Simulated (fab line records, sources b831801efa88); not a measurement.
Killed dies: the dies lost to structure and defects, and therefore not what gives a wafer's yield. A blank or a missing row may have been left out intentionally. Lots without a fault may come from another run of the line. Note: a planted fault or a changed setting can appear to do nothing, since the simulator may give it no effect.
Chamber matching    flow sky130    4 sister chambers for SKY_VIA1_CMP_24 on cmp-01
The step polishes, stops on SiO2, t overpolish 15 s, target thk 0 nm. 4 wafers are shown with their chamber, then 8 later ones without.

## WAFERS PAIRED WITH THEIR CHAMBERS
wafer   chamber  motor_current_A (A)
L605.1  3        8.8
L605.2  2        12.9
L605.3  1        12.2
L608.3  0        10.8

## WAFERS WITH NO CHAMBER GIVEN
wafer   motor_current_A (A)
L608.5  9.0
L608.6  11.7
L609.3  12.3
L609.4  8.8
L609.6  12.6
L613.1  12.7
L613.3  8.4
L613.5  9.3

## WHICH CHAMBER EACH ONE RAN IN
wafer   from the rows above      in truth
L608.5  3                        3
L608.6  can't be placed: 1 or 0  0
L609.3  can't be placed: 1 or 2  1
L609.4  3                        3
L609.6  can't be placed: 2 or 1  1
L613.1  can't be placed: 2 or 1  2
L613.3  3                        3
L613.5  3                        3
Placed correctly: 4 of 8. Cannot be placed on the basis of these rows: 4; the candidates contain the true chamber in 4. 0 placed wrongly.
How it was worked out, from the rows above alone: a wafer's distance from a chamber is the root of the sum, over the readings, of the square of ((its reading less the chamber's mean) divided by the reading's scatter). If the next closest chamber is less than 2 further off than the closest, the wafer can't be placed; otherwise it belongs to the closest. For every chamber, the mean is computed from those of its wafers that are shown. The scatter (one wafer shown for each chamber): square how far every hidden wafer sits from the nearest shown wafer, average those squares and take the square root.
